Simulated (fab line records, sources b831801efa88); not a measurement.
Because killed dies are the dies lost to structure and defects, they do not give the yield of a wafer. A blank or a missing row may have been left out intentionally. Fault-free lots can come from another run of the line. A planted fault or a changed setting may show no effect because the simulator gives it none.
A struck lot beside a sound one -- flow gf180mcu -- 15 out of 602 route steps
Sound: these wafers, L593.2, L593.3, L593.6. Struck: wafer L594.3. (L594.2, L594.4 of the same lot were not struck and are left out.) The cause comes at the end.
Per side, at each step with rows, come the tool, then ch with its chambers, and then its first start. Under that, the readings that differ: sound wafers -- struck wafers -- difference of the means -- sigmas: that difference in standard deviations of wafers without a fault.
alike: a reading whose means differ by less than 2 such deviations, as well as words and numbers matching on both sides. not compared: withheld readings; readings where some wafer has no value; bounds like >300 that might hide an equal value; numbers whose values overlap and for which the record gives no deviation.
A row with sigmas, a row that says differs or no value, or rows on one side alone: a step with any of these is where the two part. When numbers do not overlap yet have no deviation, they are printed without sigmas and do not part them. A reading that every wafer of one side lacks parts them only if that side has two wafers or more.

GF_V3_OVL_MEAS_15:
  sound on overlay-02 at day 24 11:56; struck on overlay-01 at day 25 01:32
  alike: V3_OVL
GF_V3_ETCH_16: etches BARC in N2/H2.
  sound on rieDiel-01 ch 0,3, day 24 11:58; struck on rieDiel-01 ch 1, day 25 01:34
  alike: drypumpMotorCurrentA, oesProductAu, throttleValvePct
GF_V3_ETCH_17: etches SiO2 in C4F8/O2/Ar, stops on TiN, target depth 635 nm.
  sound: rieDiel-01 ch 0,3; struck: rieDiel-01 ch 1
  alike: oesProductAu
then, 3 steps without rows for these wafers: GF_V3_STRIP_18 (strips in O2/N2); GF_V3_STRIP_19 (strips in post etch residue remover, time 1200 s); GF_V3_CLEAN_20 (cleans in DIW).
GF_V3_SPUTTER_21: material Ti, target thk 15 nm, time 80.02 s.
  sound on pvdSputter-01 at day 24 12:37; struck on pvdSputter-01 at day 25 02:13
  alike: throttleValvePct
then, 1 step without rows for these wafers: GF_V3_SPUTTER_22 (material TiN, target thk 10 nm, time 40 s).
GF_V3_CVD_23: deposits W, target thk 350 nm, time 104.9 s.
  sound on cvdW-02 ch 0, day 24 12:43; struck on cvdW-02 ch 1, day 25 02:19
  alike: heaterPowerW
GF_V3_RS_MEAS_24: uses a four-point probe to measure.
  sound on filmMetro-01 at day 24 12:52; struck on filmMetro-03 at day 25 02:27
  alike: V3_W_RS
GF_V3_THK_MEAS_25: measures by xrf.
  sound on filmMetro-01 at day 24 12:58; struck on filmMetro-03 at day 25 02:34
  alike: V3_W_THK
GF_V3_CMP_26: polishes, stops on SiO2, t overpolish 15 s, target thk 0 nm.
  sound on cmp-01 ch 0,1,3, day 24 13:01; struck on cmp-01 ch 1, day 25 02:37
  alike: motorCurrentA, overpolishRunS, slurryFlowMlMin, timeToEndpointS
GF_M4_SPUTTER_00: material Ti, target thk 37.5 nm, time 150 s.
  sound on pvdSputter-04 at day 24 13:19; struck on pvdSputter-03 at day 25 02:55
reading,sound,struck,difference,sigmas
model.Ti_of_M4_SPUTTER_00.thkNm (nm),37.29 37.35 37.25,13.48,-23.82,
  alike: throttleValvePct
then, 2 steps without rows for these wafers: GF_M4_SPUTTER_01 (material TiN, target thk 30 nm, time 25 s); GF_PASSIVATION_PROBE_99.

WHERE THEY PART
Nowhere in this record.

WHY: what had been put in by the simulator
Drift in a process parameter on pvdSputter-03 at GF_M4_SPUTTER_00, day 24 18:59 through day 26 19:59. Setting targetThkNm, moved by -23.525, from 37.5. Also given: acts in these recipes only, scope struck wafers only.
